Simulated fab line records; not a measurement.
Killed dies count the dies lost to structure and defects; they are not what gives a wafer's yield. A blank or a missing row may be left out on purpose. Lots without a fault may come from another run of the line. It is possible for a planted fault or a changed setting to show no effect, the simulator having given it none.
2 desks, one fault    flow sky130    every desk sees just its own numbers, and what lay behind them comes last

TOOL OWNER'S DESK, plasma-asher-02
The tool's own readings at SKY_NWELL_STRIP_14 (strips in O2/N2): means of the sampled wafers that have a number, for each lot that ran on this tool. Marked OUT: a lot whose mean sits more than 4 standard deviations from the usual mean, which makes it out of limits; the brackets give that distance.
Columns: A = chamber-pressure-mTorr at SKY_NWELL_STRIP_14, usual 1500.0 mTorr; B = drypump-motor-current-A at SKY_NWELL_STRIP_14, usual 5.9 A; C = oes-product-au at SKY_NWELL_STRIP_14, usual 0.722 a.u.; D = strip-time-to-endpoint-s at SKY_NWELL_STRIP_14, usual 36.84 s
lot   first seen here  A       B    C                D
L204  day 5 02:49      1501.5  5.6  0.723            36.90
L207  day 5 11:04      1500.4  5.6  0.724            36.83
L217  day 8 03:31      1501.0  5.8  0.728            36.84
L218  day 8 06:19      1499.7  5.8  0.720            36.82
L219  day 8 13:07      1495.7  5.8  0.883 (+32) OUT  -
This desk's finding: out of limits on L219; first on L219, day 8 13:07 (oes-product-au at SKY_NWELL_STRIP_14). L204, L207, L217, L218: within limits.

METROLOGY DESK
Means of the sampled wafers that have a number, per lot and without regard to the tool the lot ran on: this is what the gauges read. Marked OUT: a lot whose mean sits more than 4 standard deviations from the usual mean, which makes it out of limits; the brackets give that distance.
Columns: A = PWDE_OVL at SKY_PWDE_OVL_MEAS_07, usual -0.5 nm; B = NWELL_2_TW at SKY_NWELL_TW_MEAS_26, usual 495; C = VT_ADJUST_HVTP_TW at SKY_VT_ADJUST_HVTP_TW_MEAS_11, usual 1350; D = SONOS_ONO_OXIDATION_THK at SKY_SONOS_ONO_THK_MEAS_01, usual 2.58 nm
lot   first seen here  A     B             C     D
L204  day 4 08:50      -4.0  502           1340  2.45
L205  day 4 11:51      1.4   489           1379  2.51
L207  day 4 16:08      -1.1  492           1334  2.50
L206  day 4 16:29      0.1   493           1344  2.55
L209  day 5 06:02      -0.6  491           1332  2.56
L212  day 5 18:38      -1.0  505           1335  2.56
L213  day 6 03:50      0.2   507           1333  2.62
L214  day 6 09:26      -1.3  505           1368  2.57
L215  day 6 18:05      -0.0  503           1364  2.58
L216  day 7 00:20      0.7   487           1331  2.58
L217  day 7 05:59      0.2   490           1335  2.61
L218  day 7 09:02      -0.4  500           1336  2.58
L219  day 7 15:31      -2.5  30 (-66) OUT  1334  2.61
This desk finds L219 out of limits, with the earliest case on L219 at day 9 12:29 (NWELL_2_TW at SKY_NWELL_TW_MEAS_26). L204, L205, L207, L206, L209, L212, L213, L214, L215, L216, L217, L218: within limits.

BROUGHT TOGETHER
The tool owner's desk could have raised an alarm at day 8 13:07, on L219.
At day 9 12:29 the metrology desk could have sounded an alarm, on L219.
The lots listed all ran SKY_NWELL_STRIP_14 on plasma-asher-02.

WHAT WAS PUT IN BY THE SIMULATOR
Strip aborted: plasma-asher-02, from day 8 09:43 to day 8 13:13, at SKY_NWELL_STRIP_14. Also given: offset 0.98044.
Lots struck among those shown: L219.
Hours from the fault's start to each desk's first reading out of limits: the tool owner's desk, 3; the metrology desk, 27.
